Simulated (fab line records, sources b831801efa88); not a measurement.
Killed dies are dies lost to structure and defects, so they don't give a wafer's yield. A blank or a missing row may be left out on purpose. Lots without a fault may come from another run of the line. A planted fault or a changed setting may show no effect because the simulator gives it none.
Which tool did it? | flow sky130 | 15 lots, 45 wafers sampled, at 2 steps of a route of 708

WHAT THE GAUGES READ, wafer by wafer
SKY_SD_P_TW_MEAS_11. Usual: SD_P_TW 2852, standard deviation 33.
lot  | measured     | on            | SD_P_TW        | flag
L252 | day 25 16:24 | film_metro-01 | 2865 2844 2857 |
L254 | day 26 10:16 | film_metro-04 | 2878 2884 2866 |
L256 | day 26 17:14 | film_metro-01 | 2854 2868 2855 |
L255 | day 26 17:22 | film_metro-04 | 2888 2878 2866 |
L257 | day 27 15:22 | film_metro-01 | 2857 2867 2862 |
L259 | day 28 07:51 | film_metro-02 | 2796 2767 2789 |
L264 | day 29 17:18 | film_metro-04 | 2892 2885 2885 |
L265 | day 30 02:56 | film_metro-01 | 2856 2870 2862 |
L267 | day 30 23:18 | film_metro-01 | 2872 2879 2843 |
L268 | day 31 07:53 | film_metro-02 | 2804 2809 2813 |
L269 | day 31 22:44 | film_metro-02 | 2827 2822 2815 |
L271 | day 31 23:40 | film_metro-01 | 2841 2823 2834 |
L272 | day 32 05:26 | film_metro-01 | 2844 2863 2858 |
L273 | day 32 16:25 | film_metro-01 | 2846 2860 2859 |
L274 | day 32 20:57 | film_metro-04 | 2872 2891 2867 |

SKY_SD_N_CD_MEAS_07: target cd 380 nm. Usual: cd_nm 379.6 nm, standard deviation 2.3.
lot  | measured     | on        | cd_nm (nm)        | flag
L252 | day 28 02:33 | cd_sem-02 | 380.9 381.3 379.5 |
L254 | day 28 19:57 | cd_sem-01 | 375.4 376.5 375.9 |
L256 | day 29 03:34 | cd_sem-02 | 382.6 384.6 383.8 |
L255 | day 29 04:09 | cd_sem-02 | 380.4 381.0 378.8 |
L257 | day 30 00:26 | cd_sem-01 | 374.5 373.7 374.6 |
L259 | day 30 15:42 | cd_sem-02 | 381.7 379.8 379.8 |
L264 | day 32 01:00 | cd_sem-01 | 378.7 378.6 376.5 |
L265 | day 32 10:38 | cd_sem-01 | 380.9 380.0 382.9 |
L267 | day 33 05:54 | cd_sem-01 | 379.4 380.1 382.0 |
L268 | day 33 13:17 | cd_sem-01 | 380.8 378.1 378.8 |
L269 | day 34 04:01 | cd_sem-02 | 379.9 378.3 377.6 |
L271 | day 34 05:14 | cd_sem-01 | 377.8 376.4 377.6 |
L272 | day 34 11:13 | cd_sem-02 | 379.1 379.9 379.1 |
L273 | day 34 21:39 | cd_sem-02 | 381.5 382.5 384.0 |
L274 | day 35 03:10 | cd_sem-01 | 378.0 379.7 380.7 |

WHICH TOOL RAN EACH LOT (tool, then ch and the chambers of the sampled wafers, then the start)
The record holds no process step before these readings.

WHAT THE TOOLS THEMSELVES READ (means of the sampled wafers that have a number; where no wafer has one, the mark that the record gives instead)
The record holds no such reading with a usual standard deviation.

THE ANSWER, worked out from the rows above alone
Rule: a lot is off if the mean of its wafers that have a number lies more than 3 standard deviations from the usual mean. A lot without any number at a reading at which 4 lots or more have one is off too. The other lots that the step has rows for count as sound. The gauges are gone through in route order, then the tools' own readings, and for those a lot's mean is taken as printed above. The first step at which some lot is off is used, and at that step the reading that is off furthest; a lot without a number counts as furthest.
No lot is off at any reading shown: from this, nothing can be told.

WHAT THE SIMULATOR HAD PUT IN
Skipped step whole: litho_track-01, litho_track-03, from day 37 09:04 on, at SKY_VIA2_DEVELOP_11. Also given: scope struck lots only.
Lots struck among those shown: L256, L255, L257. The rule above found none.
